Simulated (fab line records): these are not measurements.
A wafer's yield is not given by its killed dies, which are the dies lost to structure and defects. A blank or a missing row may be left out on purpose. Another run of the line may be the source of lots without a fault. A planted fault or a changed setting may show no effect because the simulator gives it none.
fab line records    flow sky130
record lots=6  wafers=18  lastDay=49
route steps=708 shown VIA3@587 METAL4@598
lots that met no fault: taken from a fault-free run of the same line
startH: start of the lot's first displayed wafer, in hours after the record's first day    waitH: hours from the lot's prior step to this one    " the same as in the row above    L1.1+2: several wafers, shown together as one row    - no value, or no start given    * or withheld: withheld    < > ~ a bound
route shown NAME@n: names a module that has steps shown in the file, with the first one's number in the route    usual: mean/standard deviation of fault-free wafers    same: alike in all rows    chamber/n: place in a boat    sites: readings site by site    _std_site: the standard deviation of these    _edge_site: outer sites' mean less inner sites'    radiusMm: how far each site lies from the wafer's centre    mask NAME#n: copy n    behind: tool/chamber where the wafer was last shaped    hold: what put the lot on hold/how long, in hours/how the hold closed    device: the n, p or np transistor that did not switch    end of line: the route-end tests of the same wafers    step lacking rows: just its recipe    killed: not the wafer's yield, but the dies lost to structure and defects at the first sort    map: per-die view of a wafer (x killed, . not killed, _ where there is no die)
set.NAME: the setting that was run; set.NAME@STEP: the one run at that earlier step    model.NAME: the simulator's own value behind a step, which no gauge read
a table for each step, a row for each wafer; lots at some steps of the route
services: a tool's chamber out of use, with start hour (startH, from the record's first day; less than 0 if before it), hours out, and reason
## steps
# step SKY_VIA3_ETCH_14
# recipe chemistry=N2/H2  target=BARC  ionEnergyEv=200  sourceW=500  biasW=100  pressureMtorr=30  n2FlowSccm=100  h2FlowSccm=200  stopOn=SiO2  timeS=45.9  targetDepthA=600
# step SKY_VIA3_ETCH_15
# recipe target=SiO2  chemistry=C4F8/O2/Ar  targetDepthNm=507  stopOn=TiN  maskMaterial=KrF-thick  sourceW=1500  biasW=1200  pressureMtorr=40  c4f8FlowSccm=withheld  O2_flow_sccm=6  Ar_flow_sccm=300  timeS=78
# usual oesProductAu=0.945/0.0043
lot.wafer  tool        chamber  startH   waitH  oesProductAu  rfHoursCounterH
L542.2     rieDiel-03  2        960.55   0.0    0.944         22
L542.3     "           1        "        "      0.948         18
L542.6     "           3        "        "      0.946         -
L545.4     rieDiel-03  2        977.52   0.0    0.942         23
L545.5     "           2        "        "      0.942         -
L545.6     "           3        "        "      0.948         -
L546.2     rieDiel-03  0        980.40   0.0    0.945         4
L546.4     "           2        "        "      0.950         23
L546.5     "           3        "        "      0.944         -
L549.1     rieDiel-03  0        1002.18  0.0    0.944         5
L549.2     "           2        "        "      0.948         24
L549.3     "           1        "        "      0.949         19
L556.1     rieDiel-02  3        1062.35  0.0    0.950         15
L556.4     "           0        "        "      0.944         17
L556.6     "           0        "        "      0.945         -
L557.4     rieDiel-03  1        1062.90  0.0    0.939         21
L557.5     "           1        "        "      0.948         -
L557.6     "           0        "        "      0.947         -
# step SKY_VIA3_STRIP_16
# recipe chemistry=O2/N2  powerW=1400  pressureMtorr=1500  platenTempC=withheld  o2FlowSccm=3000  n2FlowSccm=300  overashFraction=0.5
# step SKY_VIA3_STRIP_17
# recipe chemistry=postEtchResidueRemover  timeS=1200  tempC=72.5
# step SKY_VIA3_CLEAN_18
# recipe chemistry=IPA  timeS=180  tempC=25
# step SKY_VIA3_CLEAN_19
# recipe chemistry=O3/DIW  dry=n2Spin
# step SKY_VIA3_SPUTTER_20
# recipe material=TiN  targetThkNm=20  chamberPressurePa=5  powerW=4000  timeS=80
# usual cathodeDcPowerW=3999.9/0.76  chamberPressurePa=5.000/0.0097  throttleValvePct=29.7/0.86
lot.wafer  tool           chamber  startH   waitH  cathodeDcPowerW  chamberPressurePa  throttleValvePct
L542.2     pvdSputter-02  -        961.20   0.0    3999.7           5.011              30.5
L542.3     "              -        "        "      4000.4           4.994              29.2
L542.6     "              -        "        "      3999.1           4.997              28.7
L545.4     pvdSputter-02  -        978.17   0.0    3999.3           4.998              28.5
L545.5     "              -        "        "      3999.8           4.995              28.2
L545.6     "              -        "        "      3999.6           4.975              30.3
L546.2     pvdSputter-04  -        981.05   0.0    4000.7           4.990              28.8
L546.4     "              -        "        "      3999.1           4.983              29.5
L546.5     "              -        "        "      3999.5           5.000              30.1
L549.1     pvdSputter-02  -        1002.83  0.0    3999.4           4.986              28.5
L549.2     "              -        "        "      3999.0           5.008              29.4
L549.3     "              -        "        "      3999.4           5.008              28.9
L556.1     pvdSputter-04  -        1063.02  0.0    4000.2           4.989              29.0
L556.4     "              -        "        "      3999.9           4.994              30.1
L556.6     "              -        "        "      3999.2           4.989              30.0
L557.4     pvdSputter-01  -        1063.68  0.0    4001.3           5.002              30.0
L557.5     "              -        "        "      3999.7           5.001              30.2
L557.6     "              -        "        "      4001.2           4.993              29.4
# step SKY_VIA3_CVD_21
# recipe material=W  targetThkNm=390  timeS=117.31  tempC=400  pressureTorr=40
# usual heaterPowerW=873/120
lot.wafer  tool     chamber  startH   waitH  heaterPowerW
L542.2     cvdW-02  1        961.27   0.0    766
L542.3     "        1        "        "      755
L542.6     "        0        "        "      1049
L545.4     cvdW-01  1        978.28   0.1    946
L545.5     "        1        "        "      976
L545.6     "        0        "        "      786
L546.2     cvdW-01  1        981.11   0.0    965
L546.4     "        0        "        "      780
L546.5     "        1        "        "      968
L549.1     cvdW-01  1        1002.90  0.0    939
L549.2     "        0        "        "      781
L549.3     "        1        "        "      945
L556.1     cvdW-01  1        1063.08  0.0    961
L556.4     "        0        "        "      762
L556.6     "        0        "        "      746
L557.4     cvdW-01  1        1063.78  0.1    993
L557.5     "        0        "        "      767
L557.6     "        1        "        "      970
# step SKY_VIA3_RS_MEAS_22
# recipe thkMeasGauge=four-point-probe  reads=W_of_VIA3_CVD_21+TiN_of_VIA3_SPUTTER_20
# usual VIA3_W_RS=0.2917/0.0028
lot.wafer  tool          chamber  startH   waitH  VIA3_W_RS[ohm/sq]
L542.2     filmMetro-02  -        961.41   0.1    0.2947
L542.3     "             -        "        "      0.2893
L542.6     "             -        "        "      0.2896
L545.4     filmMetro-01  -        978.42   0.1    0.2889
L545.5     "             -        "        "      0.2901
L545.6     "             -        "        "      0.2910
L546.2     filmMetro-04  -        981.26   0.1    0.2926
L546.4     "             -        "        "      0.2968
L546.5     "             -        "        "      0.2930
L549.1     filmMetro-02  -        1003.07  0.1    0.2954
L549.2     "             -        "        "      0.2938
L549.3     "             -        "        "      0.2924
L556.1     filmMetro-01  -        1063.20  0.1    0.2923
L556.4     "             -        "        "      0.2980
L556.6     "             -        "        "      0.2917
L557.4     filmMetro-02  -        1063.92  0.1    0.2895
L557.5     "             -        "        "      0.2944
L557.6     "             -        "        "      0.2925
# step SKY_VIA3_THK_MEAS_23
# recipe thkMeasGauge=xrf  reads=W_of_VIA3_CVD_21
# usual VIA3_W_THK=395/5.8
lot.wafer  tool          chamber  startH   waitH  VIA3_W_THK[nm]
L542.2     filmMetro-02  -        961.52   0.1    388
L542.3     "             -        "        "      395
L542.6     "             -        "        "      394
L545.4     filmMetro-01  -        978.51   0.1    400
L545.5     "             -        "        "      396
L545.6     "             -        "        "      399
L546.2     filmMetro-04  -        981.37   0.1    396
L546.4     "             -        "        "      394
L546.5     "             -        "        "      396
L549.1     filmMetro-02  -        1003.19  0.1    389
L549.2     "             -        "        "      391
L549.3     "             -        "        "      394
L556.1     filmMetro-01  -        1063.32  0.1    399
L556.4     "             -        "        "      393
L556.6     "             -        "        "      400
L557.4     filmMetro-02  -        1064.01  0.1    388
L557.5     "             -        "        "      382
L557.6     "             -        "        "      388
# step SKY_VIA3_CMP_24
# recipe stopOn=SiO2  tOverpolishS=20  downForcePsi=3.5  platenRpm=60  targetThkNm=0  padVelocityMS=0.94248
# usual motorCurrentA=11.7/0.84  overpolishRunS=20.000/0.0099  timeToEndpointS=94/3.5
lot.wafer  tool    chamber  startH   waitH  motorCurrentA  overpolishRunS  timeToEndpointS
L542.3     cmp-02  3        961.57   0.0    12.2           19.992          93
L542.2     "       1        "        "      10.3           20.000          99
L542.6     "       3        "        "      12.3           19.991          96
L545.4     cmp-02  0        978.87   0.3    10.9           19.990          94
L545.5     "       1        "        "      10.3           20.002          98
L545.6     "       2        "        "      12.0           19.989          95
L546.4     cmp-02  2        981.42   0.0    11.6           20.012          92
L546.2     "       0        "        "      11.7           19.991          95
L546.5     "       2        "        "      11.5           20.012          95
L549.3     cmp-02  0        1003.37  0.1    11.3           20.009          93
L549.1     "       1        "        "      11.3           19.991          94
L549.2     "       2        "        "      11.8           20.003          90
L556.1     cmp-01  3        1063.38  0.1    11.2           20.003          90
L556.4     "       0        "        "      13.2           19.994          89
L556.6     "       0        "        "      13.6           19.990          91
L557.4     cmp-02  3        1064.19  0.2    12.5           20.000          96
L557.6     "       0        "        "      11.0           20.008          96
L557.5     "       1        "        "      10.0           20.009          101
# step SKY_METAL4_SPUTTER_00
# recipe material=Ti  targetThkNm=15  powerW=3032  timeS=10  chamberPressurePa=0.4
# step SKY_METAL4_SPUTTER_01
# recipe material=TiN  targetThkNm=20  powerW=6500  timeS=16.7  chamberPressurePa=0.4
# usual cathodeDcPowerW=6500.0/1.2  chamberPressurePa=0.4001/0.00082  throttleValvePct=29.8/1.1
lot.wafer  tool           chamber  startH   waitH  cathodeDcPowerW  chamberPressurePa  throttleValvePct
L542.2     pvdSputter-03  -        961.89   0.0    6500.5           0.4016             32.1
L542.3     "              -        "        "      6498.1           0.4001             29.8
L542.6     "              -        "        "      6500.9           0.4006             29.6
L545.4     pvdSputter-03  -        979.04   0.0    -                -                  -
L545.5     "              -        "        "      -                -                  -
L545.6     "              -        "        "      -                -                  -
L546.2     pvdSputter-03  -        981.74   0.0    -                -                  -
L546.4     "              -        "        "      -                -                  -
L546.5     "              -        "        "      -                -                  -
L549.1     pvdSputter-03  -        1003.70  0.0    6500.8           0.3998             29.7
L549.2     "              -        "        "      6500.1           0.4004             32.1
L549.3     "              -        "        "      6500.7           0.3989             28.7
L556.1     pvdSputter-02  -        1063.71  0.0    6499.1           0.3999             28.7
L556.4     "              -        "        "      6501.8           0.3992             28.5
L556.6     "              -        "        "      6498.4           0.3998             28.2
L557.4     pvdSputter-02  -        1064.36  0.0    6500.2           0.3992             28.4
L557.5     "              -        "        "      6500.7           0.3994             28.5
L557.6     "              -        "        "      6501.1           0.3999             30.4
# step SKY_METAL4_SPUTTER_02
# recipe material=AlCu  targetThkNm=735  powerW=10600  timeS=39.1  chamberPressurePa=0.4
# usual cathodeDcPowerW=10600/2.1  chamberPressurePa=0.4001/0.00076  throttleValvePct=29.8/1.1
lot.wafer  tool           chamber  startH   waitH  cathodeDcPowerW  chamberPressurePa  throttleValvePct
L542.2     pvdSputter-03  -        961.92   0.0    10599            0.3991             31.9
L542.3     "              -        "        "      10601            0.3996             29.7
L542.6     "              -        "        "      10597            0.3997             29.5
L545.4     pvdSputter-03  -        979.07   0.0    10598            0.4001             29.2
L545.5     "              -        "        "      10602            0.3997             28.9
L545.6     "              -        "        "      10602            0.3998             31.9
L546.2     pvdSputter-03  -        981.76   0.0    10601            0.3998             29.4
L546.4     "              -        "        "      10604            0.4000             28.9
L546.5     "              -        "        "      10598            0.3992             28.9
L549.1     pvdSputter-03  -        1003.72  0.0    10599            0.3994             29.4
L549.2     "              -        "        "      10600            0.3994             31.8
L549.3     "              -        "        "      10601            0.4008             28.9
L556.1     pvdSputter-02  -        1063.73  0.0    10600            0.4004             28.8
L556.4     "              -        "        "      10599            0.4003             28.6
L556.6     "              -        "        "      10601            0.3989             28.4
L557.4     pvdSputter-02  -        1064.39  0.0    10599            0.4012             28.4
L557.5     "              -        "        "      10603            0.4007             28.5
L557.6     "              -        "        "      10600            0.4014             30.6
## services
tool           chamber  startH   hours  kind
rieDiel-03     3        948.16   7.0    repair
rieDiel-03     -        952.17   8.2    repair
cvdW-02        -        955.73   0.9    repair
pvdSputter-03  -        965.85   3.1    repair
cvdW-02        0        984.34   4.6    repair
pvdSputter-04  -        995.89   2.4    repair
pvdSputter-03  -        998.68   1.3    repair
cmp-01         -        1013.92  2.5    repair
rieDiel-03     2        1016.50  4.0    repair
cmp-02         -        1018.50  0.5    repair
pvdSputter-02  -        1020.01  3.4    repair
rieDiel-02     -        1020.69  0.6    repair
rieDiel-03     1        1037.33  15.0   repair
rieDiel-02     -        1041.94  0.3    repair
pvdSputter-03  -        1050.67  1.0    repair
cmp-01         -        1051.35  5.8    pm
## key
firstSign step=SKY_METAL4_SPUTTER_01  reading=toolRecord  direction=missing
effect none on later readings
metAt SKY_METAL4_SPUTTER_01
struckWafers L545.4,L545.5,L545.6,L546.2,L546.4,L546.5
laterRowsLeftOut L545.4,L545.5,L545.6,L546.2,L546.4,L546.5
sortLeftOut L545.4,L545.5,L545.6,L546.2,L546.4,L546.5
onsetBetween 961.89 979.04
fault kind=skippedStepWhole  tool=pvdSputter-03  chamber=-  onsetH=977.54  steps=SKY_METAL4_SPUTTER_01  scope=struckLotsOnly
# sortLeftOut: the simulated sort isn't trusted on such a fault, so these wafers' sort isn't shown, and their yield isn't known
# laterRowsLeftOut: the simulator's readings of these wafers behind a module that went badly wrong aren't trusted and aren't shown, but for the sort
